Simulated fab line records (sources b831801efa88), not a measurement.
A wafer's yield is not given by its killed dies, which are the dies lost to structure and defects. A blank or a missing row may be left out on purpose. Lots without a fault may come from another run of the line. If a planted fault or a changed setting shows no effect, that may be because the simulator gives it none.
fab line records -- flow gf180mcu
record lots=24, wafers=72, last-day=34
route steps=602 shown CONTACT@313 V2@400 M4@461 V4@499 PASSIVATION@601
lots with no fault: from the same line, run without faults
start-h: hours from the record's first day to the start of the lot's first wafer shown -- wait-h: hours elapsed since this lot's preceding step -- " as in the row above -- L1.1+2: one row covering several wafers at once -- - either no value or no given start -- * or withheld: withheld -- < > ~ a bound
route shown NAME@n: names a module that has steps shown in the file, with the first one's number in the route -- usual: mean and standard deviation over wafers with no fault -- same: alike in all rows -- chamber/n: place in a boat -- sites: per-site readings -- _std_site: standard deviation across them -- _edge_site: outer sites' mean less inner sites' -- radius-mm: how far each site lies from the wafer's centre -- mask NAME#n: copy n -- behind: the tool/chamber that last shaped the wafer -- hold: cause of the lot's hold/its duration in hours/its outcome -- device: transistor that didn't switch, given as n, p or np -- end of line: the tests these same wafers got at the end of their route -- a step given without rows: its recipe and nothing more -- killed: dies lost to structure and defects at the first sort, not the wafer's yield -- map: the dies of a wafer, with x for killed, . for not killed, _ for no die there
set.NAME: the setting as run; set.NAME@STEP: as run at that earlier step -- model.NAME: the simulator's own value behind a step, which no gauge read
a sample of lots followed through the steps of the route, with each step as a table and each wafer as a row
services: from which hour (start-h, from the record's first day; less than 0 if before it) a tool's chamber was out of use, for how many hours, and why
## steps
# step GF_CONTACT_THK_MEAS_26
# recipe thk-meas-gauge=xrf, reads=W_of_CONTACT_CVD_24
# usual CONTACT_W_THK=300/3.3
lot.wafer,tool,chamber,start-h,wait-h,CONTACT_W_THK[nm]
L074.1,film-metro-02,-,360.17,0.1,299
L074.3,film-metro-02,-,360.17,0.1,306
L074.5,film-metro-02,-,360.17,0.1,301
L075.1,film-metro-02,-,369.96,0.1,303
L075.4,film-metro-02,-,369.96,0.1,299
L075.6,film-metro-02,-,369.96,0.1,302
L076.2,film-metro-04,-,378.98,0.1,297
L076.3,film-metro-04,-,378.98,0.1,296
L076.4,film-metro-04,-,378.98,0.1,303
L077.1,film-metro-01,-,384.01,0.1,302
L077.2,film-metro-01,-,384.01,0.1,297
L077.3,film-metro-01,-,384.01,0.1,309
L078.1,film-metro-02,-,399.28,0.1,298
L078.3,film-metro-02,-,399.28,0.1,298
L078.6,film-metro-02,-,399.28,0.1,297
L079.1,film-metro-04,-,405.42,0.1,300
L079.2,film-metro-04,-,405.42,0.1,304
L079.5,film-metro-04,-,405.42,0.1,306
L080.1,film-metro-02,-,417.01,0.1,299
L080.5,film-metro-02,-,417.01,0.1,300
L080.6,film-metro-02,-,417.01,0.1,305
L081.2,film-metro-01,-,435.18,0.1,303
L081.3,film-metro-01,-,435.18,0.1,300
L081.5,film-metro-01,-,435.18,0.1,298
L082.3,film-metro-04,-,437.11,0.1,300
L082.4,film-metro-04,-,437.11,0.1,293
L082.6,film-metro-04,-,437.11,0.1,298
L083.2,film-metro-02,-,447.82,0.1,297
L083.4,film-metro-02,-,447.82,0.1,298
L083.6,film-metro-02,-,447.82,0.1,300
L084.2,film-metro-01,-,458.33,0.1,293
L084.3,film-metro-01,-,458.33,0.1,297
L084.6,film-metro-01,-,458.33,0.1,297
L085.3,film-metro-02,-,466.05,0.1,295
L085.5,film-metro-02,-,466.05,0.1,294
L085.6,film-metro-02,-,466.05,0.1,300
L086.1,film-metro-02,-,472.33,0.1,297
L086.2,film-metro-02,-,472.33,0.1,292
L086.4,film-metro-02,-,472.33,0.1,296
L087.1,film-metro-02,-,478.42,0.1,302
L087.4,film-metro-02,-,478.42,0.1,303
L087.6,film-metro-02,-,478.42,0.1,304
L088.2,film-metro-02,-,489.53,0.1,299
L088.3,film-metro-02,-,489.53,0.1,299
L088.4,film-metro-02,-,489.53,0.1,297
L089.1,film-metro-04,-,495.22,0.1,302
L089.4,film-metro-04,-,495.22,0.1,301
L089.6,film-metro-04,-,495.22,0.1,304
L090.3,film-metro-04,-,503.81,0.1,301
L090.5,film-metro-04,-,503.81,0.1,302
L090.6,film-metro-04,-,503.81,0.1,305
L091.2,film-metro-01,-,510.69,0.1,301
L091.3,film-metro-01,-,510.69,0.1,305
L091.6,film-metro-01,-,510.69,0.1,303
L092.3,film-metro-01,-,517.20,0.1,302
L092.4,film-metro-01,-,517.20,0.1,299
L092.5,film-metro-01,-,517.20,0.1,302
L093.1,film-metro-02,-,529.31,0.1,301
L093.5,film-metro-02,-,529.31,0.1,302
L093.6,film-metro-02,-,529.31,0.1,300
L094.1,film-metro-02,-,538.92,0.1,298
L094.2,film-metro-02,-,538.92,0.1,300
L094.4,film-metro-02,-,538.92,0.1,297
L095.2,film-metro-02,-,544.20,0.1,299
L095.3,film-metro-02,-,544.20,0.1,298
L095.5,film-metro-02,-,544.20,0.1,297
L096.3,film-metro-01,-,549.38,0.1,301
L096.4,film-metro-01,-,549.38,0.1,303
L096.5,film-metro-01,-,549.38,0.1,303
L097.1,film-metro-04,-,555.76,0.1,294
L097.3,film-metro-04,-,555.76,0.1,296
L097.6,film-metro-04,-,555.76,0.1,298
# step GF_V2_STRIP_18
# recipe chemistry=O2/N2, power-w=1400, pressure-mtorr=1500, platen-temp-c=250, o2-flow-sccm=3000, n2-flow-sccm=300, overash-fraction=0.5
# usual drypump-motor-current-A=5.92/0.28, heater-power-w=320/45, oes-product-au=0.593/0.0047
lot.wafer,tool,chamber,start-h,wait-h,drypump-motor-current-A,heater-power-w,oes-product-au,rf-hours-counter-h
L074.1,plasma-asher-03,1,459.32,-,6.13,306,0.591,83
L074.3,plasma-asher-03,0,459.32,-,5.99,268,0.591,-
L074.5,plasma-asher-03,0,459.32,-,5.99,266,0.585,-
L075.1,plasma-asher-03,0,469.96,-,5.99,266,0.586,84
L075.4,plasma-asher-03,1,469.96,-,6.13,303,0.594,-
L075.6,plasma-asher-03,0,469.96,-,5.98,270,0.595,-
L076.2,plasma-asher-02,0,479.73,-,5.63,387,0.598,66
L076.3,plasma-asher-02,1,479.73,-,6.14,339,0.587,-
L076.4,plasma-asher-02,0,479.73,-,5.64,395,0.593,-
L077.1,plasma-asher-03,0,483.62,-,5.98,262,0.590,85
L077.2,plasma-asher-03,1,483.62,-,6.14,309,0.596,85
L077.3,plasma-asher-03,0,483.62,-,5.98,268,0.597,-
L078.1,plasma-asher-03,1,501.27,-,6.12,304,0.593,87
L078.3,plasma-asher-03,0,501.27,-,5.98,269,0.588,-
L078.6,plasma-asher-03,0,501.27,-,5.96,266,0.594,-
L079.1,plasma-asher-03,1,506.61,-,6.10,310,0.597,88
L079.2,plasma-asher-03,0,506.61,-,5.98,268,0.590,88
L079.5,plasma-asher-03,1,506.61,-,6.12,297,0.591,-
L080.1,plasma-asher-03,1,518.22,-,6.16,301,0.594,89
L080.5,plasma-asher-03,0,518.22,-,6.01,274,0.597,-
L080.6,plasma-asher-03,1,518.22,-,6.15,315,0.589,-
L081.2,plasma-asher-02,0,535.71,-,5.63,379,0.595,72
L081.3,plasma-asher-02,0,535.71,-,5.60,375,0.587,-
L081.5,plasma-asher-02,0,535.71,-,5.62,380,0.596,-
L082.3,plasma-asher-03,1,538.55,-,6.14,307,0.592,-
L082.4,plasma-asher-03,0,538.55,-,6.02,268,0.586,-
L082.6,plasma-asher-03,1,538.55,-,6.09,304,0.590,-
L083.2,plasma-asher-02,0,547.47,-,5.63,388,0.585,73
L083.4,plasma-asher-02,0,547.47,-,5.64,381,0.594,-
L083.6,plasma-asher-02,0,547.47,-,5.64,380,0.592,-
L084.2,plasma-asher-04,1,556.82,-,6.03,390,0.588,43
L084.3,plasma-asher-04,1,556.82,-,6.05,391,0.587,-
L084.6,plasma-asher-04,0,556.82,-,5.29,308,0.596,-
L085.3,plasma-asher-02,0,562.71,-,5.64,386,0.589,-
L085.5,plasma-asher-02,0,562.71,-,5.60,387,0.592,-
L085.6,plasma-asher-02,1,562.71,-,6.13,342,0.591,-
L086.1,plasma-asher-03,1,569.32,-,6.12,307,0.595,94
L086.2,plasma-asher-03,0,569.32,-,6.01,261,0.587,94
L086.4,plasma-asher-03,0,569.32,-,5.97,259,0.599,-
L087.1,plasma-asher-03,0,574.52,-,5.97,267,0.595,95
L087.4,plasma-asher-03,1,574.52,-,6.14,307,0.598,-
L087.6,plasma-asher-03,0,574.52,-,5.99,267,0.595,-
L088.2,plasma-asher-04,0,585.83,-,5.27,305,0.600,46
L088.3,plasma-asher-04,0,585.83,-,5.30,299,0.591,-
L088.4,plasma-asher-04,1,585.83,-,6.07,382,0.582,-
L089.1,plasma-asher-03,0,589.71,-,5.98,265,0.584,96
L089.4,plasma-asher-03,1,589.71,-,6.15,311,0.593,-
L089.6,plasma-asher-03,0,589.71,-,5.99,269,0.588,-
L090.3,plasma-asher-02,1,596.94,-,6.14,347,0.585,-
L090.5,plasma-asher-02,0,596.94,-,5.63,379,0.591,-
L090.6,plasma-asher-02,1,596.94,-,6.14,338,0.586,-
L091.2,plasma-asher-04,1,604.12,-,6.06,391,0.592,48
L091.3,plasma-asher-04,1,604.12,-,6.05,390,0.587,-
L091.6,plasma-asher-04,0,604.12,-,5.31,306,0.594,-
L092.3,plasma-asher-03,1,608.71,-,6.11,297,0.594,-
L092.4,plasma-asher-03,0,608.71,-,5.98,269,0.589,-
L092.5,plasma-asher-03,0,608.71,-,5.98,269,0.600,-
L093.1,plasma-asher-03,0,620.01,-,5.95,266,0.588,100
L093.5,plasma-asher-03,1,620.01,-,6.14,297,0.596,-
L093.6,plasma-asher-03,0,620.01,-,5.97,268,0.586,-
L094.1,plasma-asher-04,1,629.22,-,6.05,399,0.597,51
L094.2,plasma-asher-04,0,629.22,-,5.32,295,0.602,51
L094.4,plasma-asher-04,1,629.22,-,6.03,395,0.598,-
L095.2,plasma-asher-02,1,635.02,-,6.15,352,0.589,82
L095.3,plasma-asher-02,1,635.02,-,6.16,337,0.599,-
L095.5,plasma-asher-02,0,635.02,-,5.59,375,0.592,-
L096.3,plasma-asher-04,0,639.31,-,5.29,307,0.601,-
L096.4,plasma-asher-04,1,639.31,-,6.04,388,0.593,-
L096.5,plasma-asher-04,1,639.31,-,6.04,401,0.595,-
L097.1,plasma-asher-04,0,644.97,-,5.31,302,0.599,53
L097.3,plasma-asher-04,1,644.97,-,6.04,392,0.597,-
L097.6,plasma-asher-04,0,644.97,-,5.31,305,0.597,-
# step GF_V2_SPUTTER_22
# recipe material=TiN, target-thk-nm=10, chamber-pressure-pa=5, power-w=4000, time-s=40
# usual throttle-valve-pct=30.6/0.99
lot.wafer,tool,chamber,start-h,wait-h,throttle-valve-pct
L074.1,pvd-sputter-04,-,459.91,0.0,31.1
L074.3,pvd-sputter-04,-,459.91,0.0,31.1
L074.5,pvd-sputter-04,-,459.91,0.0,31.2
L075.1,pvd-sputter-04,-,470.56,0.0,31.1
L075.4,pvd-sputter-04,-,470.56,0.0,31.1
L075.6,pvd-sputter-04,-,470.56,0.0,29.1
L076.2,pvd-sputter-01,-,480.32,0.0,30.4
L076.3,pvd-sputter-01,-,480.32,0.0,30.1
L076.4,pvd-sputter-01,-,480.32,0.0,29.5
L077.1,pvd-sputter-04,-,484.21,0.0,29.0
L077.2,pvd-sputter-04,-,484.21,0.0,31.1
L077.3,pvd-sputter-04,-,484.21,0.0,31.1
L078.1,pvd-sputter-01,-,501.87,0.0,30.5
L078.3,pvd-sputter-01,-,501.87,0.0,30.0
L078.6,pvd-sputter-01,-,501.87,0.0,30.7
L079.1,pvd-sputter-04,-,507.20,0.0,30.1
L079.2,pvd-sputter-04,-,507.20,0.0,31.2
L079.5,pvd-sputter-04,-,507.20,0.0,29.8
L080.1,pvd-sputter-02,-,518.88,0.0,32.6
L080.5,pvd-sputter-02,-,518.88,0.0,29.7
L080.6,pvd-sputter-02,-,518.88,0.0,32.7
L081.2,pvd-sputter-02,-,536.30,0.0,29.9
L081.3,pvd-sputter-02,-,536.30,0.0,31.1
L081.5,pvd-sputter-02,-,536.30,0.0,32.7
L082.3,pvd-sputter-04,-,539.11,0.0,31.3
L082.4,pvd-sputter-04,-,539.11,0.0,30.0
L082.6,pvd-sputter-04,-,539.11,0.0,29.8
L083.2,pvd-sputter-02,-,548.10,0.0,31.6
L083.4,pvd-sputter-02,-,548.10,0.0,29.9
L083.6,pvd-sputter-02,-,548.10,0.0,31.0
L084.2,pvd-sputter-01,-,557.41,0.0,29.4
L084.3,pvd-sputter-01,-,557.41,0.0,30.2
L084.6,pvd-sputter-01,-,557.41,0.0,30.6
L085.3,pvd-sputter-01,-,563.30,0.0,30.2
L085.5,pvd-sputter-01,-,563.30,0.0,29.6
L085.6,pvd-sputter-01,-,563.30,0.0,30.6
L086.1,pvd-sputter-04,-,570.01,0.0,31.0
L086.2,pvd-sputter-04,-,570.01,0.0,29.2
L086.4,pvd-sputter-04,-,570.01,0.0,31.1
L087.1,pvd-sputter-04,-,575.11,0.0,31.1
L087.4,pvd-sputter-04,-,575.11,0.0,31.0
L087.6,pvd-sputter-04,-,575.11,0.0,31.3
L088.2,pvd-sputter-01,-,586.43,0.0,29.5
L088.3,pvd-sputter-01,-,586.43,0.0,29.8
L088.4,pvd-sputter-01,-,586.43,0.0,30.0
L089.1,pvd-sputter-02,-,590.34,0.0,30.0
L089.4,pvd-sputter-02,-,590.34,0.0,31.4
L089.6,pvd-sputter-02,-,590.34,0.0,31.6
L090.3,pvd-sputter-04,-,597.50,0.0,31.2
L090.5,pvd-sputter-04,-,597.50,0.0,31.2
L090.6,pvd-sputter-04,-,597.50,0.0,29.8
L091.2,pvd-sputter-04,-,604.72,0.0,31.3
L091.3,pvd-sputter-04,-,604.72,0.0,30.0
L091.6,pvd-sputter-04,-,604.72,0.0,31.7
L092.3,pvd-sputter-02,-,609.27,0.0,32.5
L092.4,pvd-sputter-02,-,609.27,0.0,29.9
L092.5,pvd-sputter-02,-,609.27,0.0,29.7
L093.1,pvd-sputter-04,-,620.60,0.0,31.4
L093.5,pvd-sputter-04,-,620.60,0.0,29.8
L093.6,pvd-sputter-04,-,620.60,0.0,29.2
L094.1,pvd-sputter-02,-,629.85,0.0,32.7
L094.2,pvd-sputter-02,-,629.85,0.0,31.7
L094.4,pvd-sputter-02,-,629.85,0.0,30.0
L095.2,pvd-sputter-02,-,635.65,0.0,32.5
L095.3,pvd-sputter-02,-,635.65,0.0,29.9
L095.5,pvd-sputter-02,-,635.65,0.0,30.2
L096.3,pvd-sputter-02,-,639.87,0.0,32.8
L096.4,pvd-sputter-02,-,639.87,0.0,31.8
L096.5,pvd-sputter-02,-,639.87,0.0,32.3
L097.1,pvd-sputter-02,-,645.60,0.0,31.5
L097.3,pvd-sputter-02,-,645.60,0.0,32.4
L097.6,pvd-sputter-02,-,645.60,0.0,31.2
# step GF_M4_RS_MEAS_05
# recipe thk-meas-gauge=four-point-probe, reads=TiN_of_M4_SPUTTER_04+Ti_of_M4_SPUTTER_03+AlCu_of_M4_SPUTTER_02+TiN_of_M4_SPUTTER_01+Ti_of_M4_SPUTTER_00
# usual M4_ALCU_RS=0.0694/0.00087
lot.wafer,tool,chamber,start-h,wait-h,M4_ALCU_RS[ohm/sq]
L074.1,film-metro-03,-,510.96,0.0,0.0699
L074.3,film-metro-03,-,510.96,0.0,0.0703
L074.5,film-metro-03,-,510.96,0.0,0.0692
L075.1,film-metro-03,-,521.76,0.0,0.0682
L075.4,film-metro-03,-,521.76,0.0,0.0683
L075.6,film-metro-03,-,521.76,0.0,0.0694
L076.2,film-metro-03,-,530.73,0.0,0.0688
L076.3,film-metro-03,-,530.73,0.0,0.0702
L076.4,film-metro-03,-,530.73,0.0,0.0689
L077.1,film-metro-03,-,533.97,0.0,0.0695
L077.2,film-metro-03,-,533.97,0.0,0.0696
L077.3,film-metro-03,-,533.97,0.0,0.0682
L078.1,film-metro-03,-,551.61,0.0,0.0684
L078.3,film-metro-03,-,551.61,0.0,0.0686
L078.6,film-metro-03,-,551.61,0.0,0.0685
L079.1,film-metro-02,-,557.11,0.0,0.0713
L079.2,film-metro-02,-,557.11,0.0,0.0707
L079.5,film-metro-02,-,557.11,0.0,0.0702
L080.1,film-metro-03,-,567.84,0.0,0.0695
L080.5,film-metro-03,-,567.84,0.0,0.0691
L080.6,film-metro-03,-,567.84,0.0,0.0686
L081.2,film-metro-03,-,584.42,0.0,0.0686
L081.3,film-metro-03,-,584.42,0.0,0.0694
L081.5,film-metro-03,-,584.42,0.0,0.0696
L082.3,film-metro-04,-,586.91,0.1,0.0695
L082.4,film-metro-04,-,586.91,0.1,0.0692
L082.6,film-metro-04,-,586.91,0.1,0.0691
L083.2,film-metro-04,-,595.72,0.0,0.0694
L083.4,film-metro-04,-,595.72,0.0,0.0688
L083.6,film-metro-04,-,595.72,0.0,0.0688
L084.2,film-metro-03,-,604.52,0.0,0.0698
L084.3,film-metro-03,-,604.52,0.0,0.0697
L084.6,film-metro-03,-,604.52,0.0,0.0700
L085.3,film-metro-04,-,609.73,0.1,0.0692
L085.5,film-metro-04,-,609.73,0.1,0.0686
L085.6,film-metro-04,-,609.73,0.1,0.0694
L086.1,film-metro-02,-,617.42,0.0,0.0685
L086.2,film-metro-02,-,617.42,0.0,0.0685
L086.4,film-metro-02,-,617.42,0.0,0.0689
L087.1,film-metro-04,-,620.82,0.0,0.0685
L087.4,film-metro-04,-,620.82,0.0,0.0694
L087.6,film-metro-04,-,620.82,0.0,0.0696
L088.2,film-metro-02,-,631.65,0.0,0.0685
L088.3,film-metro-02,-,631.65,0.0,0.0692
L088.4,film-metro-02,-,631.65,0.0,0.0680
L089.1,film-metro-02,-,636.14,0.0,0.0699
L089.4,film-metro-02,-,636.14,0.0,0.0704
L089.6,film-metro-02,-,636.14,0.0,0.0703
L090.3,film-metro-03,-,641.40,0.1,0.0702
L090.5,film-metro-03,-,641.40,0.1,0.0708
L090.6,film-metro-03,-,641.40,0.1,0.0697
L091.2,film-metro-02,-,650.08,0.0,0.0703
L091.3,film-metro-02,-,650.08,0.0,0.0705
L091.6,film-metro-02,-,650.08,0.0,0.0704
L092.3,film-metro-02,-,653.54,0.1,0.0687
L092.4,film-metro-02,-,653.54,0.1,0.0698
L092.5,film-metro-02,-,653.54,0.1,0.0696
L093.1,film-metro-04,-,664.41,0.0,0.0698
L093.5,film-metro-04,-,664.41,0.0,0.0691
L093.6,film-metro-04,-,664.41,0.0,0.0696
L094.1,film-metro-04,-,671.86,0.0,0.0680
L094.2,film-metro-04,-,671.86,0.0,0.0679
L094.4,film-metro-04,-,671.86,0.0,0.0687
L095.2,film-metro-02,-,680.93,0.0,0.0690
L095.3,film-metro-02,-,680.93,0.0,0.0680
L095.5,film-metro-02,-,680.93,0.0,0.0687
L096.3,film-metro-02,-,684.05,0.1,0.0703
L096.4,film-metro-02,-,684.05,0.1,0.0703
L096.5,film-metro-02,-,684.05,0.1,0.0718
L097.1,film-metro-04,-,687.68,0.0,0.0700
L097.3,film-metro-04,-,687.68,0.0,0.0697
L097.6,film-metro-04,-,687.68,0.0,0.0694
# step GF_V4_CVD_23
# recipe material=W, target-thk-nm=350, time-s=104.9, temp-c=400, pressure-torr=40
# usual heater-power-w=877/97
lot.wafer,tool,chamber,start-h,wait-h,heater-power-w
L074.1,cvd-w-02,1,558.24,0.0,817
L074.3,cvd-w-02,1,558.24,0.0,826
L074.5,cvd-w-02,1,558.24,0.0,814
L075.1,cvd-w-01,0,568.71,0.0,799
L075.4,cvd-w-01,1,568.71,0.0,846
L075.6,cvd-w-01,1,568.71,0.0,851
L076.2,cvd-w-02,1,578.04,0.0,806
L076.3,cvd-w-02,0,578.04,0.0,1039
L076.4,cvd-w-02,1,578.04,0.0,800
L077.1,cvd-w-01,0,579.34,0.0,787
L077.2,cvd-w-01,1,579.34,0.0,840
L077.3,cvd-w-01,0,579.34,0.0,794
L078.1,cvd-w-02,0,596.63,0.0,1016
L078.3,cvd-w-02,0,596.63,0.0,1027
L078.6,cvd-w-02,0,596.63,0.0,1018
L079.1,cvd-w-01,0,602.05,0.0,794
L079.2,cvd-w-01,1,602.05,0.0,816
L079.5,cvd-w-01,1,602.05,0.0,836
L080.1,cvd-w-02,1,611.99,0.0,823
L080.5,cvd-w-02,1,611.99,0.0,815
L080.6,cvd-w-02,0,611.99,0.0,1023
L081.2,cvd-w-02,0,628.22,0.0,1035
L081.3,cvd-w-02,1,628.22,0.0,823
L081.5,cvd-w-02,0,628.22,0.0,1032
L082.3,cvd-w-02,1,630.13,0.1,825
L082.4,cvd-w-02,0,630.13,0.1,1058
L082.6,cvd-w-02,1,630.13,0.1,816
L083.2,cvd-w-01,0,639.62,0.0,793
L083.4,cvd-w-01,0,639.62,0.0,778
L083.6,cvd-w-01,0,639.62,0.0,806
L084.2,cvd-w-02,1,646.74,0.0,830
L084.3,cvd-w-02,1,646.74,0.0,834
L084.6,cvd-w-02,1,646.74,0.0,809
L085.3,cvd-w-01,1,651.84,0.1,822
L085.5,cvd-w-01,0,651.84,0.1,791
L085.6,cvd-w-01,1,651.84,0.1,831
L086.1,cvd-w-02,1,660.07,0.0,832
L086.2,cvd-w-02,0,660.07,0.0,1044
L086.4,cvd-w-02,1,660.07,0.0,836
L087.1,cvd-w-01,0,662.41,0.0,798
L087.4,cvd-w-01,1,662.41,0.0,820
L087.6,cvd-w-01,0,662.41,0.0,775
L088.2,cvd-w-01,0,671.85,0.0,803
L088.3,cvd-w-01,1,671.85,0.0,812
L088.4,cvd-w-01,0,671.85,0.0,791
L089.1,cvd-w-02,1,679.08,0.0,843
L089.4,cvd-w-02,0,679.08,0.0,1043
L089.6,cvd-w-02,0,679.08,0.0,1045
L090.3,cvd-w-02,1,683.79,0.1,827
L090.5,cvd-w-02,0,683.79,0.1,1062
L090.6,cvd-w-02,1,683.79,0.1,839
L091.2,cvd-w-02,0,689.12,0.0,1024
L091.3,cvd-w-02,1,689.12,0.0,839
L091.6,cvd-w-02,1,689.12,0.0,810
L092.3,cvd-w-01,1,693.23,0.1,852
L092.4,cvd-w-01,0,693.23,0.1,816
L092.5,cvd-w-01,0,693.23,0.1,794
L093.1,cvd-w-02,1,705.02,0.0,842
L093.5,cvd-w-02,1,705.02,0.0,814
L093.6,cvd-w-02,0,705.02,0.0,992
L094.1,cvd-w-02,0,710.95,0.0,1035
L094.2,cvd-w-02,1,710.95,0.0,841
L094.4,cvd-w-02,0,710.95,0.0,1029
L095.2,cvd-w-01,1,719.04,0.0,825
L095.3,cvd-w-01,0,719.04,0.0,834
L095.5,cvd-w-01,1,719.04,0.0,846
L096.3,cvd-w-01,0,723.59,0.1,803
L096.4,cvd-w-01,1,723.59,0.1,849
L096.5,cvd-w-01,0,723.59,0.1,800
L097.1,cvd-w-01,1,726.05,0.0,842
L097.3,cvd-w-01,1,726.05,0.0,819
L097.6,cvd-w-01,0,726.05,0.0,789
# step GF_PASSIVATION_BOW_MEAS_14
# recipe mode=bow
# usual PASSIVATION_BOW=137/10
lot.wafer,tool,chamber,start-h,wait-h,PASSIVATION_BOW[um]
L074.1,film-metro-04,-,667.34,0.0,132
L074.3,film-metro-04,-,667.34,0.0,130
L074.5,film-metro-04,-,667.34,0.0,122
L075.1,film-metro-02,-,676.80,0.0,139
L075.4,film-metro-02,-,676.80,0.0,141
L075.6,film-metro-02,-,676.80,0.0,138
L076.2,film-metro-04,-,686.07,0.0,141
L076.3,film-metro-04,-,686.07,0.0,139
L076.4,film-metro-04,-,686.07,0.0,141
L077.1,film-metro-01,-,687.55,0.0,142
L077.2,film-metro-01,-,687.55,0.0,132
L077.3,film-metro-01,-,687.55,0.0,125
L078.1,film-metro-01,-,703.94,0.0,152
L078.3,film-metro-01,-,703.94,0.0,145
L078.6,film-metro-01,-,703.94,0.0,150
L079.1,film-metro-02,-,707.26,0.0,127
L079.2,film-metro-02,-,707.26,0.0,129
L079.5,film-metro-02,-,707.26,0.0,135
L080.1,film-metro-01,-,719.60,0.0,128
L080.5,film-metro-01,-,719.60,0.0,151
L080.6,film-metro-01,-,719.60,0.0,144
L081.2,film-metro-02,-,728.02,0.1,136
L081.3,film-metro-02,-,728.02,0.1,148
L081.5,film-metro-02,-,728.02,0.1,141
L082.3,film-metro-02,-,732.80,0.0,129
L082.4,film-metro-02,-,732.80,0.0,115
L082.6,film-metro-02,-,732.80,0.0,125
L083.2,film-metro-01,-,739.16,0.0,138
L083.4,film-metro-01,-,739.16,0.0,150
L083.6,film-metro-01,-,739.16,0.0,131
L084.2,film-metro-02,-,745.93,0.0,142
L084.3,film-metro-02,-,745.93,0.0,144
L084.6,film-metro-02,-,745.93,0.0,145
L085.3,film-metro-01,-,750.29,0.0,130
L085.5,film-metro-01,-,750.29,0.0,141
L085.6,film-metro-01,-,750.29,0.0,139
L086.1,film-metro-01,-,757.76,0.0,139
L086.2,film-metro-01,-,757.76,0.0,120
L086.4,film-metro-01,-,757.76,0.0,127
L087.1,film-metro-02,-,759.94,0.0,144
L087.4,film-metro-02,-,759.94,0.0,134
L087.6,film-metro-02,-,759.94,0.0,146
L088.2,film-metro-04,-,767.86,0.0,139
L088.3,film-metro-04,-,767.86,0.0,138
L088.4,film-metro-04,-,767.86,0.0,125
L089.1,film-metro-02,-,775.05,0.0,141
L089.4,film-metro-02,-,775.05,0.0,149
L089.6,film-metro-02,-,775.05,0.0,145
L090.3,film-metro-02,-,779.33,0.0,145
L090.5,film-metro-02,-,779.33,0.0,150
L090.6,film-metro-02,-,779.33,0.0,155
L091.2,film-metro-01,-,782.48,0.0,145
L091.3,film-metro-01,-,782.48,0.0,153
L091.6,film-metro-01,-,782.48,0.0,163
L092.3,film-metro-01,-,786.74,0.0,150
L092.4,film-metro-01,-,786.74,0.0,148
L092.5,film-metro-01,-,786.74,0.0,150
L093.1,film-metro-01,-,796.34,0.0,131
L093.5,film-metro-01,-,796.34,0.0,124
L093.6,film-metro-01,-,796.34,0.0,117
L094.1,film-metro-01,-,800.64,0.0,146
L094.2,film-metro-01,-,800.64,0.0,140
L094.4,film-metro-01,-,800.64,0.0,136
L095.2,film-metro-02,-,807.56,0.0,126
L095.3,film-metro-02,-,807.56,0.0,123
L095.5,film-metro-02,-,807.56,0.0,121
L096.3,film-metro-02,-,812.54,0.0,130
L096.4,film-metro-02,-,812.54,0.0,118
L096.5,film-metro-02,-,812.54,0.0,129
L097.1,film-metro-02,-,812.95,0.0,136
L097.3,film-metro-02,-,812.95,0.0,140
L097.6,film-metro-02,-,812.95,0.0,149
## services
tool,chamber,start-h,hours,kind
pvd-sputter-02,-,450.71,1.6,repair
pvd-sputter-02,-,483.15,5.4,repair
cvd-w-02,-,483.83,1.2,repair
plasma-asher-04,-,497.96,2.8,pm
pvd-sputter-04,2,507.24,-,consumable-replace:kit
pvd-sputter-04,2,507.24,18.0,scheduled-down
pvd-sputter-04,2,507.24,18.0,vent-cycle
plasma-asher-04,-,528.58,1.2,repair
cvd-w-01,0,537.92,7.8,repair
plasma-asher-03,-,541.14,2.0,repair
cvd-w-01,-,547.64,0.6,repair
plasma-asher-03,-,550.08,4.0,pm
plasma-asher-04,-,573.00,5.3,repair
plasma-asher-04,-,574.34,3.4,repair
pvd-sputter-04,-,590.88,3.8,repair
pvd-sputter-02,1,591.13,-,consumable-replace:kit
pvd-sputter-02,1,591.13,18.0,scheduled-down
plasma-asher-02,-,606.16,3.8,repair
plasma-asher-03,-,623.95,41.9,repair
pvd-sputter-02,-,636.00,1.7,repair
pvd-sputter-02,-,660.21,3.0,repair
plasma-asher-02,-,669.00,0.5,repair
pvd-sputter-04,-,700.99,2.8,repair
plasma-asher-02,-,718.73,1.2,repair
## key
fault none
